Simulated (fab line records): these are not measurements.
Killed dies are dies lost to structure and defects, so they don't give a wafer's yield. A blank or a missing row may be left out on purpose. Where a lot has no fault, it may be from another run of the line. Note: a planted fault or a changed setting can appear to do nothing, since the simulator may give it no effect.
Commonality check across tools / flow sky130 / 36 wafers sampled across 12 lots

## WHAT PROMPTED THE OPENING
SKY_LDD_HVP_TW_MEAS_10, reading LDD_HVP_TW: flagged on 3 of 12 lots. No-fault wafers: 455, standard deviation 5.9.
Rule: a lot gets a flag if all its wafers with a number sit over 4 standard deviations from that mean, or if no wafer of it has a number. The rest of the lots are taken to be sound.

lot=L896; measured=day 21 22:42; on=film_metro-03; LDD_HVP_TW, wafer by wafer=456 458 457; flag=
lot=L897; measured=day 22 13:56; on=film_metro-04; LDD_HVP_TW, wafer by wafer=460 460 461; flag=
lot=L903; measured=day 24 17:53; on=film_metro-02; LDD_HVP_TW, wafer by wafer=447 449 444; flag=
lot=L905; measured=day 25 18:29; on=film_metro-02; LDD_HVP_TW, wafer by wafer=402 402 403; flag=FLAGGED
lot=L906; measured=day 25 20:11; on=film_metro-04; LDD_HVP_TW, wafer by wafer=413 413 415; flag=FLAGGED
lot=L907; measured=day 26 05:25; on=film_metro-04; LDD_HVP_TW, wafer by wafer=411 411 412; flag=FLAGGED
lot=L909; measured=day 26 22:17; on=film_metro-04; LDD_HVP_TW, wafer by wafer=460 462 461; flag=
lot=L912; measured=day 27 19:09; on=film_metro-04; LDD_HVP_TW, wafer by wafer=460 463 462; flag=
lot=L913; measured=day 28 05:20; on=film_metro-04; LDD_HVP_TW, wafer by wafer=462 457 462; flag=
lot=L915; measured=day 28 16:04; on=film_metro-04; LDD_HVP_TW, wafer by wafer=459 460 462; flag=
lot=L916; measured=day 28 20:53; on=film_metro-02; LDD_HVP_TW, wafer by wafer=448 450 447; flag=
lot=L918; measured=day 29 13:49; on=film_metro-03; LDD_HVP_TW, wafer by wafer=456 455 455; flag=
On average the flagged lots' numbers are 409, which is -46 against the usual, or -8 standard deviations.

## TOOL THAT RAN EACH LOT
2 process steps preceding the reading are held in the record, out of 708 steps in the route. In each cell: the tool, then ch and the chambers that the sampled wafers went through, then the start.
lot=L896; flag=; SKY_GATE_OXIDE_STRIP_13=plasma_asher-01 ch 0,1, day 14 04:49; SKY_LDD_HVP_IMPLANT_08=implanter-01 ch 0, day 21 22:28
lot=L897; flag=; SKY_GATE_OXIDE_STRIP_13=plasma_asher-04 ch 0,1, day 14 19:00; SKY_LDD_HVP_IMPLANT_08=implanter-04 ch 0, day 22 13:41
lot=L903; flag=; SKY_GATE_OXIDE_STRIP_13=plasma_asher-04 ch 0,1, day 16 14:22; SKY_LDD_HVP_IMPLANT_08=implanter-02 ch 0, day 24 17:38
lot=L905; flag=FLAGGED; SKY_GATE_OXIDE_STRIP_13=plasma_asher-04 ch 0,1, day 17 20:36; SKY_LDD_HVP_IMPLANT_08=implanter-02 ch 0, day 25 18:16
lot=L906; flag=FLAGGED; SKY_GATE_OXIDE_STRIP_13=plasma_asher-03 ch 0,1, day 18 00:46; SKY_LDD_HVP_IMPLANT_08=implanter-02 ch 0, day 25 19:56
lot=L907; flag=FLAGGED; SKY_GATE_OXIDE_STRIP_13=plasma_asher-03 ch 0,1, day 18 09:16; SKY_LDD_HVP_IMPLANT_08=implanter-02 ch 0, day 26 05:13
lot=L909; flag=; SKY_GATE_OXIDE_STRIP_13=plasma_asher-03 ch 0,1, day 18 21:49; SKY_LDD_HVP_IMPLANT_08=implanter-01 ch 0, day 26 22:02
lot=L912; flag=; SKY_GATE_OXIDE_STRIP_13=plasma_asher-04 ch 0,1, day 19 23:53; SKY_LDD_HVP_IMPLANT_08=implanter-04 ch 0, day 27 18:55
lot=L913; flag=; SKY_GATE_OXIDE_STRIP_13=plasma_asher-03 ch 0,1, day 20 09:07; SKY_LDD_HVP_IMPLANT_08=implanter-04 ch 0, day 28 05:07
lot=L915; flag=; SKY_GATE_OXIDE_STRIP_13=plasma_asher-03 ch 0,1, day 20 19:10; SKY_LDD_HVP_IMPLANT_08=implanter-01 ch 0, day 28 15:49
lot=L916; flag=; SKY_GATE_OXIDE_STRIP_13=plasma_asher-01 ch 0,1, day 21 03:02; SKY_LDD_HVP_IMPLANT_08=implanter-01 ch 0, day 28 20:40
lot=L918; flag=; SKY_GATE_OXIDE_STRIP_13=plasma_asher-01 ch 0, day 21 20:59; SKY_LDD_HVP_IMPLANT_08=implanter-01 ch 0, day 29 13:34
What is done by these steps:
- SKY_GATE_OXIDE_STRIP_13: strips in O2/N2.
- SKY_LDD_HVP_IMPLANT_08
- SKY_LDD_HVP_TW_MEAS_10

## FLAGGED AGAINST TOTAL, ONE TOOL AT A TIME (gauges that did the reading follow at the end)
step=SKY_GATE_OXIDE_STRIP_13; tool=plasma_asher-01; lots run=3; flagged=0; share of the flagged lots=none; sound lots run after its first flagged lot=-
step=SKY_GATE_OXIDE_STRIP_13; tool=plasma_asher-03; lots run=5; flagged=2; share of the flagged lots=some; sound lots run after its first flagged lot=3 (L909,L913,L915)
step=SKY_GATE_OXIDE_STRIP_13; tool=plasma_asher-04; lots run=4; flagged=1; share of the flagged lots=some; sound lots run after its first flagged lot=1 (L912)
step=SKY_LDD_HVP_IMPLANT_08; tool=implanter-01; lots run=5; flagged=0; share of the flagged lots=none; sound lots run after its first flagged lot=-
step=SKY_LDD_HVP_IMPLANT_08; tool=implanter-02; lots run=4; flagged=3; share of the flagged lots=all; sound lots run after its first flagged lot=0
step=SKY_LDD_HVP_IMPLANT_08; tool=implanter-04; lots run=3; flagged=0; share of the flagged lots=none; sound lots run after its first flagged lot=-
step=SKY_LDD_HVP_TW_MEAS_10; tool=film_metro-02; lots run=3; flagged=1; share of the flagged lots=some; sound lots run after its first flagged lot=1 (L916)
step=SKY_LDD_HVP_TW_MEAS_10; tool=film_metro-03; lots run=2; flagged=0; share of the flagged lots=none; sound lots run after its first flagged lot=-
step=SKY_LDD_HVP_TW_MEAS_10; tool=film_metro-04; lots run=7; flagged=2; share of the flagged lots=some; sound lots run after its first flagged lot=4 (L909,L912,L913,L915)

## THE TABLE: WHAT IT ALLOWS
Rows of the table that ran each flagged lot: 1, that is implanter-02 at SKY_LDD_HVP_IMPLANT_08.
- implanter-02 at SKY_LDD_HVP_IMPLANT_08 ran 4 lots, 3 of them flagged. Last sound lot L903 at day 24 17:38, first flagged lot L905 at day 25 18:16; a fault beginning in between fits. Its own readings lie more than 4 standard deviations out on every wafer of the flagged lots: tilt_deg.
One tool is left: implanter-02 at SKY_LDD_HVP_IMPLANT_08.

## WHAT THE SIMULATOR HAD INSERTED
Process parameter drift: implanter-02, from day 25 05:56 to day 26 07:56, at SKY_LDD_HVP_IMPLANT_08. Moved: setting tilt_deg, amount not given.
Shown lots that were struck: L905, L906, L907. Same finding as the rule above.
